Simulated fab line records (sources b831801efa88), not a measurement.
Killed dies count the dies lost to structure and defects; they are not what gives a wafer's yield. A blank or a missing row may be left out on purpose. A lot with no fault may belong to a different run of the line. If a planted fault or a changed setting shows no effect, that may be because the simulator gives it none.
Matching of chambers	flow gf180mcu	4 sister chambers for GF_V4_ETCH_16 on rieDiel-04
The step etches BARC in N2/H2. 24 wafers are shown with their chamber, then 12 later ones without.

== WAFERS PAIRED WITH THEIR CHAMBERS ==
wafer	chamber	drypumpMotorCurrentA (A)	oesProductAu (a.u.)	h2FlowSccm (sccm)
L074.3	3	5.9	0.857	200.4
L074.4	1	5.8	0.854	200.1
L074.5	1	5.8	0.860	199.5
L076.1	0	5.5	0.844	200.4
L076.3	3	5.9	0.846	200.0
L076.4	1	5.8	0.859	200.4
L078.2	1	5.8	0.855	200.7
L078.3	3	5.9	0.854	200.4
L078.6	3	5.9	0.854	200.0
L084.1	0	5.4	0.857	200.5
L084.2	2	5.6	0.854	200.1
L084.6	3	5.9	0.852	198.8
L087.1	0	5.5	0.848	200.0
L087.2	2	5.6	0.865	200.6
L087.3	3	5.9	0.854	200.6
L088.2	3	5.9	0.861	199.6
L088.5	1	5.8	0.847	199.6
L088.6	0	5.5	0.860	199.3
L091.3	3	5.9	0.858	199.9
L091.4	2	5.7	0.859	200.2
L091.6	0	5.5	0.855	200.2
L092.3	1	5.8	0.851	199.3
L092.4	0	5.5	0.849	201.0
L092.5	3	5.9	0.855	199.0

SIGNATURES (averages over the wafers above)
reading	chamber 0	chamber 1	chamber 2	chamber 3	scatter within a chamber
drypumpMotorCurrentA	5.483	5.800	5.633	5.900	0.0274
oesProductAu	0.85217	0.85433	0.85933	0.85456	0.00504
h2FlowSccm	200.233	199.933	200.300	199.856	0.565
Rule: for each reading, subtract the chamber's mean from the wafer's reading, divide by that reading's scatter and square the result; add these up over the readings and take the root, which gives the wafer's distance from the chamber. If the next closest chamber is less than 2 further off than the closest, the wafer can't be placed; otherwise it belongs to the closest. The scatter is the square root of a quotient: the sum, over the shown wafers, of each reading's squared deviation from its chamber's mean, divided by wafers minus chambers.

== WAFERS WHOSE CHAMBER IS MISSING ==
wafer	drypumpMotorCurrentA (A)	oesProductAu (a.u.)	h2FlowSccm (sccm)
L093.3	5.8	0.859	200.6
L093.5	5.4	0.851	199.8
L093.6	5.8	0.858	200.0
L095.4	5.4	0.847	201.3
L095.5	5.7	0.855	200.6
L095.6	5.8	0.847	201.6
L096.1	5.5	0.857	200.4
L096.3	5.6	0.861	199.2
L096.4	5.9	0.867	200.3
L097.3	5.5	0.865	200.0
L097.5	5.9	0.857	199.8
L097.6	5.4	0.848	198.6

== CHAMBER TAKEN BY EACH ==
wafer	from the rows above	in truth
L093.3	1	1
L093.5	0	0
L093.6	1	1
L095.4	0	0
L095.5	can't be placed: 2 or 1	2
L095.6	can't be placed: 1 or 3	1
L096.1	0	0
L096.3	2	2
L096.4	can't be placed: 3 or 1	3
L097.3	0	0
L097.5	3	3
L097.6	0	0
Placed correctly: 9 of 12. Unplaceable from these rows: 3, with the true chamber sitting among the candidates in 3. Number placed wrongly: 0.
